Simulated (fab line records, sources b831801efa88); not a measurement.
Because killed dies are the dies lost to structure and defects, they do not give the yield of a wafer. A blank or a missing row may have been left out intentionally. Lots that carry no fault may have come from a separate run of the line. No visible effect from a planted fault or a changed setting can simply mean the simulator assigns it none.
Chamber matching :: flow sky130 :: rie diel-01 running SKY_SONOS_ONO_ETCH_15: 4 sister chambers
The step etches the open film in CHF3/O2, target depth 19.52 nm, time 7.8 s. 14 wafers are shown with their chamber, then 7 later ones without.

== EACH WAFER AND ITS CHAMBER ==
wafer: L080.1
chamber: 0
drypump motor current A (A): 6.6
throttle valve pct (%): 8.827
oes product au (a.u.): 0.997

wafer: L080.2
chamber: 3
drypump motor current A (A): 5.8
throttle valve pct (%): 8.819
oes product au (a.u.): 0.981

wafer: L080.4
chamber: 1
drypump motor current A (A): 6.3
throttle valve pct (%): 8.826
oes product au (a.u.): 0.994

wafer: L084.1
chamber: 2
drypump motor current A (A): 5.7
throttle valve pct (%): 8.830
oes product au (a.u.): 1.005

wafer: L084.2
chamber: 3
drypump motor current A (A): 5.8
throttle valve pct (%): 8.827
oes product au (a.u.): 0.997

wafer: L084.3
chamber: 0
drypump motor current A (A): 6.6
throttle valve pct (%): 8.822
oes product au (a.u.): 0.989

wafer: L085.2
chamber: 3
drypump motor current A (A): 5.8
throttle valve pct (%): 8.813
oes product au (a.u.): 0.998

wafer: L085.3
chamber: 2
drypump motor current A (A): 5.6
throttle valve pct (%): 8.840
oes product au (a.u.): 1.012

wafer: L085.4
chamber: 0
drypump motor current A (A): 6.5
throttle valve pct (%): 8.831
oes product au (a.u.): 1.009

wafer: L090.1
chamber: 0
drypump motor current A (A): 6.5
throttle valve pct (%): 8.814
oes product au (a.u.): 0.996

wafer: L090.4
chamber: 0
drypump motor current A (A): 6.5
throttle valve pct (%): 8.823
oes product au (a.u.): 1.004

wafer: L090.5
chamber: 1
drypump motor current A (A): 6.3
throttle valve pct (%): 8.826
oes product au (a.u.): 1.007

wafer: L093.1
chamber: 2
drypump motor current A (A): 5.7
throttle valve pct (%): 8.828
oes product au (a.u.): 0.989

wafer: L093.3
chamber: 1
drypump motor current A (A): 6.3
throttle valve pct (%): 8.834
oes product au (a.u.): 0.997

SIGNATURES (averages over the wafers above)
reading: drypump motor current A
chamber 0: 6.540
chamber 1: 6.300
chamber 2: 5.667
chamber 3: 5.800
scatter within a chamber: 0.0432

reading: throttle valve pct
chamber 0: 8.82340
chamber 1: 8.82867
chamber 2: 8.83267
chamber 3: 8.81967
scatter within a chamber: 0.00621

reading: oes product au
chamber 0: 0.99900
chamber 1: 0.99933
chamber 2: 1.00200
chamber 3: 0.99200
scatter within a chamber: 0.00889
Rule: for a wafer and a chamber, the distance is found by dividing, reading by reading, the gap between the wafer's reading and the chamber's mean by the reading's scatter, squaring, summing and taking the root. The wafer belongs to the nearest chamber; if the next one is less than 2 further off, it can't be placed. How the scatter is found: for the shown wafers, subtract from each reading the mean of its chamber, square and add these, divide the total by (wafers less chambers), then take the root.

== WAFERS MISSING THEIR CHAMBER ==
wafer: L093.6
drypump motor current A (A): 6.3
throttle valve pct (%): 8.811
oes product au (a.u.): 0.990

wafer: L094.2
drypump motor current A (A): 5.7
throttle valve pct (%): 8.805
oes product au (a.u.): 0.994

wafer: L094.4
drypump motor current A (A): 6.3
throttle valve pct (%): 8.829
oes product au (a.u.): 0.987

wafer: L094.6
drypump motor current A (A): 5.6
throttle valve pct (%): 8.820
oes product au (a.u.): 0.987

wafer: L096.1
drypump motor current A (A): 5.8
throttle valve pct (%): 8.810
oes product au (a.u.): 0.999

wafer: L096.5
drypump motor current A (A): 5.6
throttle valve pct (%): 8.811
oes product au (a.u.): 0.995

wafer: L096.6
drypump motor current A (A): 6.4
throttle valve pct (%): 8.828
oes product au (a.u.): 0.992

== CHAMBER TAKEN BY EACH ==
wafer: L093.6
from the rows above: 1
in truth: 1

wafer: L094.2
from the rows above: can't be placed: 3 or 2
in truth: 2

wafer: L094.4
from the rows above: 1
in truth: 1

wafer: L094.6
from the rows above: can't be placed: 2 or 3
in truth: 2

wafer: L096.1
from the rows above: 3
in truth: 3

wafer: L096.5
from the rows above: can't be placed: 2 or 3
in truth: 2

wafer: L096.6
from the rows above: can't be placed: 1 or 0
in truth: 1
Placed correctly: 3 of 7. From these rows, 4 cannot be placed; in 4 the true chamber is one of the candidates. Placed wrongly: 0.
